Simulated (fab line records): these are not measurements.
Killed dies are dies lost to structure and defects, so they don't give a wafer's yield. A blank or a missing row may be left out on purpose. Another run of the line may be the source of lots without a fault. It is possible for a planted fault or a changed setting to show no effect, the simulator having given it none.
Problem report, 8D (eight disciplines) form, completed by code || flow gf180mcu || the parts of the form that need people (team, actions taken, sign-off) are left out

1. WHAT WENT WRONG
V3_W_RS at GF_V3_RS_MEAS_24 reads a mean of 0.198 ohm/sq on 5 wafers of 2 lots; wafers without a fault read 0.330 ohm/sq with a standard deviation of 0.0054. That puts it -25 standard deviations away from the usual mean.
The step: measures by four-point-probe.
The first sign was on wafer L465.3 at day 27 03:31, on film_metro-01. At this step, 33 wafers from 11 lots have a number in the record. The rule behind "out" and "out of limits": a value lying over 4 standard deviations away from the usual mean. All remaining wafers that have a number are taken as sound.

2. WHAT IT IS, AND WHAT IT ISN'T
{"question": "which readings at this step", "is": "V3_W_RS", "is not": "-"}
{"question": "which lots", "is": "L465, L466", "is not": "L451, L452, L454, L457, L459, L460, L461, L467, L470"}
{"question": "which wafers of those lots", "is": "L465.3, L465.6, L466.1, L466.3, L466.5", "is not": "L465.4"}
{"question": "read on which gauges", "is": "film_metro-01, film_metro-03", "is not": "film_metro-04"}
{"question": "when", "is": "from day 27 03:31", "is not": "up to then (22 sound wafers); but 6 sound wafers of L467, L470 came after"}

3. THE SUSPECTS, EACH WITH WHAT RULES IT OUT
Counting: a tool at a process step up to the reading stays a suspect if it ran every lot that is out. Sound lots after the first of them don't rule it out here, since some wafers of a struck lot are sound.
- the gauge at GF_V3_RS_MEAS_24 is ruled out. The wafers that are out were read on 2 gauges (film_metro-01, film_metro-03).
- cvd_w-01 at GF_V3_CVD_23 (deposits W, target thk 350 nm, time 104.9 s): kept. Every lot that is out went through it, the first being L465 (day 27 03:24); the last sound lot it ran before that was L457 (day 25 04:52).
- The sound lot-mates ran in chamber 1 of cvd_w-01 at GF_V3_CVD_23, but the wafers that are out ran in chamber 0.
After counting, what remains is cvd_w-01 at GF_V3_CVD_23.

4. THE CAUSE (what the simulator had put in)
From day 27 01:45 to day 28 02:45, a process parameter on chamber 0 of cvd_w-01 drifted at GF_V3_CVD_23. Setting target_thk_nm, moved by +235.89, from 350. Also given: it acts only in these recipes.
Counting left only this tool.

5. THE EFFECT CHAIN, in route order
Each row: a reading where the mean over the struck wafers with a number is more than 3 standard deviations away from the usual. Only readings whose record carries a usual standard deviation are examined. hours: median over the lots of the time between each lot's start at the first step of this table that gives one and its start at this step. sigmas: the change, counted in usual standard deviations.
{"hours": 0, "step": "GF_V3_RS_MEAS_24", "reading": "V3_W_RS", "usual": "0.330 ohm/sq", "on struck wafers": 0.198, "change": -0.132, "sigmas": -25}
{"hours": 0, "step": "GF_V3_THK_MEAS_25", "reading": "V3_W_THK", "usual": "334 nm", "on struck wafers": 544, "change": "+210", "sigmas": "+33"}
{"hours": 0, "step": "GF_V3_CMP_26", "reading": "time_to_endpoint_s", "usual": "83 s", "on struck wafers": 137, "change": "+54", "sigmas": "+15"}
Process steps it contains:
- GF_V3_CMP_26: polishes, stops on SiO2, t overpolish 15 s, target thk 0 nm.

6. WHAT WOULD HAVE CAUGHT IT SOONER
Counted from the fault's start at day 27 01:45, it took 2 hours until the first out-of-limits reading at a measuring or inspecting step in this record, taken at day 27 03:31.
No tool reading at GF_V3_CVD_23 that has a usual standard deviation in the record was out on any struck wafer, so an alarm limit of 4 standard deviations on those readings would not have fired.
Lots out: 2; of these, L466 started GF_V3_CVD_23 on cvd_w-01 after day 27 03:31. A tool hold placed at that time would have kept it from harm.
